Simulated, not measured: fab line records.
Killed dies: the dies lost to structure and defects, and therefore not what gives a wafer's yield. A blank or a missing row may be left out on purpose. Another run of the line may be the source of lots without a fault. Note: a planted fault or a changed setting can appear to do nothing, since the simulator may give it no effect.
Which of the tools did it?    flow gf180mcu    7 lots with 21 wafers sampled at 2 steps, on a route of 602 steps

WHAT EACH GAUGE READ, for each wafer
GF_SALICIDE_RS_MEAS_04: measurement is done with a four-point probe.
lot   measured      on             SALICIDE_TIN_RS (ohm/sq)
L164  day 15 16:56  film_metro-02  15.9 15.8 15.9
L166  day 16 02:53  film_metro-03  16.3 16.3 16.1
L170  day 17 15:59  film_metro-03  17.0 16.8 16.8
L174  day 18 23:53  film_metro-01  16.6 10.4 16.6
L182  day 21 20:06  film_metro-03  16.0 16.1 16.0
L184  day 22 13:06  film_metro-02  16.2 16.0 16.0
L186  day 23 04:06  film_metro-02  16.0 16.2 16.5

WHICH TOOL RAN EACH LOT (tool, then ch and the chambers of the sampled wafers, then the start)
lot   GF_SALICIDE_SPUTTER_02
L164  pvd_sputter-04, day 15 16:50
L166  pvd_sputter-04, day 16 02:50
L170  pvd_sputter-02, day 17 15:53
L174  pvd_sputter-02, day 18 23:50
L182  pvd_sputter-04, day 21 20:02
L184  pvd_sputter-04, day 22 13:02
L186  pvd_sputter-04, day 23 04:02
- GF_SALICIDE_SPUTTER_02: material Co, target thk 10 nm, time 20 s.

THE ANSWER, worked out from the rows above alone
Rule: the usual values come from the lots themselves. The widest of any qualifying gaps counts: lots, ordered by their means at a reading, are off when they make up no more than a third of the lots, leave a main group of 4 or more, and stand apart from it by 3 or more times the standard deviation of that group's means. A main group is skipped when, at the precision printed for the reading in the tables above, its means are all equal. Also off: a lot with no number at a reading for which 4 or more lots have one. All remaining lots with rows at the step are treated as sound.
Off: L174, at GF_SALICIDE_RS_MEAS_04 (SALICIDE_TIN_RS). The main group: mean 16.2 ohm/sq, standard deviation 0.32.
If a tool, at a process step before that reading, ran all the lots that are off and no sound lot after the first of them, it fits. Those tools and the gauges at GF_SALICIDE_RS_MEAS_04 are tried in the same way. Undecided on this evidence; 2 tools fit (pvd_sputter-02 at GF_SALICIDE_SPUTTER_02, film_metro-01 at GF_SALICIDE_RS_MEAS_04).

WHAT WAS PUT IN BY THE SIMULATOR
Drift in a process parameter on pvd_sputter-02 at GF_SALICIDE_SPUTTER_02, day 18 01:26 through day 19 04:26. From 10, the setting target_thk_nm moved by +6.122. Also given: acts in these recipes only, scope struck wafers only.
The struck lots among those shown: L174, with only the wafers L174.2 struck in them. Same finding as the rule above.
